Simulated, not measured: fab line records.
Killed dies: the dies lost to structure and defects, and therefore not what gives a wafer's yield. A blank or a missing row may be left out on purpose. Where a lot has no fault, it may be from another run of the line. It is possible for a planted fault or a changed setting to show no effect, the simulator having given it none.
Struck lot and sound lot, side by side / flow sky130 / 19 steps out of a route of 708
Sound: wafers L388.2, L388.3, L388.5. Wafers L403.1, L403.4, L403.5 were the ones struck. At the end, the cause is stated.
At each step with rows: each side's tool, then ch and its chambers, then its first start. Under that, the readings that differ: sound wafers / struck wafers / difference of the means / sigmas: that difference in standard deviations of wafers without a fault.
alike: words and numbers the same on both sides, and readings whose means are apart by under 2 such deviations; not compared: readings that were withheld, readings missing a value for some wafer, numbers with overlapping values and no deviation given by the record, and bounds like >300 which may hide the same value.
Wherever a step has rows on one side only, a row that says differs or no value, or a row with sigmas, the two part there. Numbers that don't overlap but have no deviation are shown without sigmas and don't part them. A reading that every wafer of one side lacks parts them only if that side has two wafers or more.

first, 1 step without rows for these wafers: SKY_FIELD_ISO_ANNEAL_26 (time 1800 s).
SKY_FIELD_ISO_CMP_27: polishes, stops on Si3N4, t overpolish 16 s, target thk 457.8 nm.
  sound on cmp-01 ch 1,2,3, day 2 11:01; struck on cmp-01 ch 0,2,3, day 5 16:57
reading=time to endpoint s (s); sound=118 122 125; struck=108 110 111; difference=-12; sigmas=-3
  alike: head pressure psi, motor current A, overpolish run s
then, 5 steps without rows for these wafers: SKY_FIELD_ISO_WET_ETCH_28 (etches SiO2 in dHF, target depth 23.7 nm, time 47 s); SKY_FIELD_ISO_WET_ETCH_29 (etches Si3N4 in H3PO4, target depth 160 nm, time 1825 s); SKY_FIELD_ISO_WET_ETCH_30 (etches SiO2 in dHF, target depth 25 nm, time 50 s); SKY_NWELL_CLEAN_00 (cleans in SC1/SC2, time 150 s); SKY_NWELL_OXIDATION_01 (stabilise 600 s, purge 300 s, target thk 10 nm).
SKY_NWELL_THK_MEAS_02:
  sound on film metro-04, day 2 13:14; struck on film metro-02, day 5 20:21
  alike: NWELL_OXIDATION_THK
then, 4 steps without rows for these wafers: SKY_DNWELL_DEHYDRATE_00 (time 60 s); SKY_DNWELL_HMDS_01 (prime time 60 s); SKY_DNWELL_COAT_02 (resist thk 3000 nm); SKY_DNWELL_SOFTBAKE_03.
SKY_DNWELL_EXPOSE_04: exposes mask DNM, target cd 3000 nm.
  sound on iline stepper-02 ch 0, day 2 20:26; struck on iline stepper-02, day 6 05:49
  no value came back on the struck wafers for exposure dose mJ cm2, focus offset nm (nm), stage vel mm s (mm/s); on the sound wafers exposure dose mJ cm2 reads 222.36 222.18 222.11
  alike: mask
then, 3 steps without rows for these wafers: SKY_DNWELL_PEB_05; SKY_DNWELL_DEVELOP_06 (develop time 60 s); SKY_DNWELL_IMPLANT_07.
SKY_DNWELL_STRIP_08: strips in O2/N2.
  sound on plasma asher-01 ch 0,1, day 3 04:26; struck on plasma asher-02 ch 0,1, day 6 15:08
  alike: drypump motor current A, oes product au, strip time to endpoint s
  not compared: rf hours counter h
SKY_DNWELL_TW_MEAS_09:
  sound on film metro-01, day 3 04:33; struck on film metro-04, day 6 15:14
reading=DNWELL_TW; sound=1123 1125 1118; struck=30 30 30; difference=-1092; sigmas=-99 or more
then, 1 step without rows for these wafers: SKY_PWDE_DEHYDRATE_00 (time 60 s).

## WHERE THEY PART
At SKY_FIELD_ISO_CMP_27 first; at SKY_DNWELL_TW_MEAS_09 last (within this record only).

WHY: whatever the simulator had introduced
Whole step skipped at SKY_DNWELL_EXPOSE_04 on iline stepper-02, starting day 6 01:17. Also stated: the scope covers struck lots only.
